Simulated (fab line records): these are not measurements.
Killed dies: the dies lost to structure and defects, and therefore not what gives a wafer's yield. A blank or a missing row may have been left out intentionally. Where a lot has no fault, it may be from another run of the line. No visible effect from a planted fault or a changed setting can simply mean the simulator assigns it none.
Commonality check across tools || flow sky130 || Sample size 11 lots and 33 wafers

== WHY IT WAS OPENED ==
2 of 11 lots carry a flag on the reading LDD_N_TW at SKY_LDD_N_TW_MEAS_17. Fault-free wafers read 2594, with a standard deviation of 21.
Rule: a lot is flagged in two cases, either no wafer of it has a number, or all its wafers with numbers fall more than 4 standard deviations from that mean. All remaining lots are regarded as sound.

{"lot": "L103", "measured": "day 18 07:34", "on": "film_metro-04", "LDD_N_TW, wafer by wafer": "2565 2571 2580", "flag": ""}
{"lot": "L106", "measured": "day 19 04:37", "on": "film_metro-02", "LDD_N_TW, wafer by wafer": "2628 2626 2616", "flag": ""}
{"lot": "L107", "measured": "day 19 14:49", "on": "film_metro-02", "LDD_N_TW, wafer by wafer": "2616 2623 2612", "flag": ""}
{"lot": "L108", "measured": "day 19 22:11", "on": "film_metro-03", "LDD_N_TW, wafer by wafer": "2568 2576 2575", "flag": ""}
{"lot": "L111", "measured": "day 21 04:28", "on": "film_metro-03", "LDD_N_TW, wafer by wafer": "2561 2579 2579", "flag": ""}
{"lot": "L114", "measured": "day 22 03:23", "on": "film_metro-02", "LDD_N_TW, wafer by wafer": "2625 2624 2616", "flag": ""}
{"lot": "L113", "measured": "day 22 05:01", "on": "film_metro-04", "LDD_N_TW, wafer by wafer": "2561 2574 2583", "flag": ""}
{"lot": "L118", "measured": "day 23 19:40", "on": "film_metro-04", "LDD_N_TW, wafer by wafer": "2951 2932 2942", "flag": "FLAGGED"}
{"lot": "L119", "measured": "day 24 13:55", "on": "film_metro-03", "LDD_N_TW, wafer by wafer": "2937 2956 2956", "flag": "FLAGGED"}
{"lot": "L120", "measured": "day 24 14:11", "on": "film_metro-03", "LDD_N_TW, wafer by wafer": "2580 2590 2581", "flag": ""}
{"lot": "L125", "measured": "day 26 15:31", "on": "film_metro-02", "LDD_N_TW, wafer by wafer": "2612 2624 2614", "flag": ""}
On average the flagged lots' numbers are 2946, which is +352 against the usual, or +17 standard deviations.

== TOOL THAT RAN EACH LOT ==
2 process steps preceding the reading are held in the record, out of 708 steps in the route. Each cell gives the tool, then ch followed by the chambers the sampled wafers passed through, then the start.
{"lot": "L103", "flag": "", "SKY_LDD_N_IMPLANT_08": "implanter-04 ch 0, day 18 06:16", "SKY_LDD_N_STRIP_16": "plasma_asher-03 ch 0,1, day 18 07:28"}
{"lot": "L106", "flag": "", "SKY_LDD_N_IMPLANT_08": "implanter-04 ch 0, day 19 03:20", "SKY_LDD_N_STRIP_16": "plasma_asher-04 ch 0,1, day 19 04:31"}
{"lot": "L107", "flag": "", "SKY_LDD_N_IMPLANT_08": "implanter-02 ch 0, day 19 13:31", "SKY_LDD_N_STRIP_16": "plasma_asher-04 ch 0,1, day 19 14:43"}
{"lot": "L108", "flag": "", "SKY_LDD_N_IMPLANT_08": "implanter-03 ch 0, day 19 20:55", "SKY_LDD_N_STRIP_16": "plasma_asher-01 ch 0,1, day 19 22:06"}
{"lot": "L111", "flag": "", "SKY_LDD_N_IMPLANT_08": "implanter-03 ch 0, day 21 03:11", "SKY_LDD_N_STRIP_16": "plasma_asher-04 ch 0,1, day 21 04:22"}
{"lot": "L114", "flag": "", "SKY_LDD_N_IMPLANT_08": "implanter-04 ch 0, day 22 02:05", "SKY_LDD_N_STRIP_16": "plasma_asher-04 ch 0,1, day 22 03:17"}
{"lot": "L113", "flag": "", "SKY_LDD_N_IMPLANT_08": "implanter-03 ch 0, day 22 03:43", "SKY_LDD_N_STRIP_16": "plasma_asher-01 ch 0,1, day 22 04:55"}
{"lot": "L118", "flag": "FLAGGED", "SKY_LDD_N_IMPLANT_08": "implanter-03 ch 0, day 23 18:23", "SKY_LDD_N_STRIP_16": "plasma_asher-01 ch 0,1, day 23 19:34"}
{"lot": "L119", "flag": "FLAGGED", "SKY_LDD_N_IMPLANT_08": "implanter-03 ch 0, day 24 12:38", "SKY_LDD_N_STRIP_16": "plasma_asher-03 ch 0,1, day 24 13:49"}
{"lot": "L120", "flag": "", "SKY_LDD_N_IMPLANT_08": "implanter-02 ch 0, day 24 12:53", "SKY_LDD_N_STRIP_16": "plasma_asher-01 ch 0,1, day 24 14:05"}
{"lot": "L125", "flag": "", "SKY_LDD_N_IMPLANT_08": "implanter-04 ch 0, day 26 14:14", "SKY_LDD_N_STRIP_16": "plasma_asher-03 ch 0,1, day 26 15:25"}
These steps, and what they do:
- SKY_LDD_N_IMPLANT_08
- SKY_LDD_N_STRIP_16: strips in O2/N2.
- SKY_LDD_N_TW_MEAS_17

== FLAGGED AGAINST TOTAL, ONE TOOL AT A TIME (gauges that did the reading follow at the end) ==
{"step": "SKY_LDD_N_IMPLANT_08", "tool": "implanter-02", "lots run": 2, "flagged": 0, "share of the flagged lots": "none", "sound lots run after its first flagged lot": "-"}
{"step": "SKY_LDD_N_IMPLANT_08", "tool": "implanter-03", "lots run": 5, "flagged": 2, "share of the flagged lots": "all", "sound lots run after its first flagged lot": 0}
{"step": "SKY_LDD_N_IMPLANT_08", "tool": "implanter-04", "lots run": 4, "flagged": 0, "share of the flagged lots": "none", "sound lots run after its first flagged lot": "-"}
{"step": "SKY_LDD_N_STRIP_16", "tool": "plasma_asher-01", "lots run": 4, "flagged": 1, "share of the flagged lots": "some", "sound lots run after its first flagged lot": "1 (L120)"}
{"step": "SKY_LDD_N_STRIP_16", "tool": "plasma_asher-03", "lots run": 3, "flagged": 1, "share of the flagged lots": "some", "sound lots run after its first flagged lot": "1 (L125)"}
{"step": "SKY_LDD_N_STRIP_16", "tool": "plasma_asher-04", "lots run": 4, "flagged": 0, "share of the flagged lots": "none", "sound lots run after its first flagged lot": "-"}
{"step": "SKY_LDD_N_TW_MEAS_17", "tool": "film_metro-02", "lots run": 4, "flagged": 0, "share of the flagged lots": "none", "sound lots run after its first flagged lot": "-"}
{"step": "SKY_LDD_N_TW_MEAS_17", "tool": "film_metro-03", "lots run": 4, "flagged": 1, "share of the flagged lots": "some", "sound lots run after its first flagged lot": "1 (L120)"}
{"step": "SKY_LDD_N_TW_MEAS_17", "tool": "film_metro-04", "lots run": 3, "flagged": 1, "share of the flagged lots": "some", "sound lots run after its first flagged lot": 0}

== WHAT THE TABLE ALLOWS ==
In the table, 1 row covers all flagged lots: implanter-03 at SKY_LDD_N_IMPLANT_08.
- implanter-03 at SKY_LDD_N_IMPLANT_08 ran 5 lots, 2 of them flagged. A fault beginning between L113 (day 22 03:43), its last sound lot, and L118 (day 23 18:23), its first flagged one, fits the data. Its own readings lie more than 4 standard deviations out on every wafer of the flagged lots: beam_on_s, dose_ions_cm2.
implanter-03 at SKY_LDD_N_IMPLANT_08 is the single tool remaining.

== WHAT THE SIMULATOR PUT IN ==
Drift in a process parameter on implanter-03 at SKY_LDD_N_IMPLANT_08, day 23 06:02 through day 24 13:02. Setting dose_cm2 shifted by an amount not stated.
Shown lots that were struck: L118, L119. The same result came from the rule above.
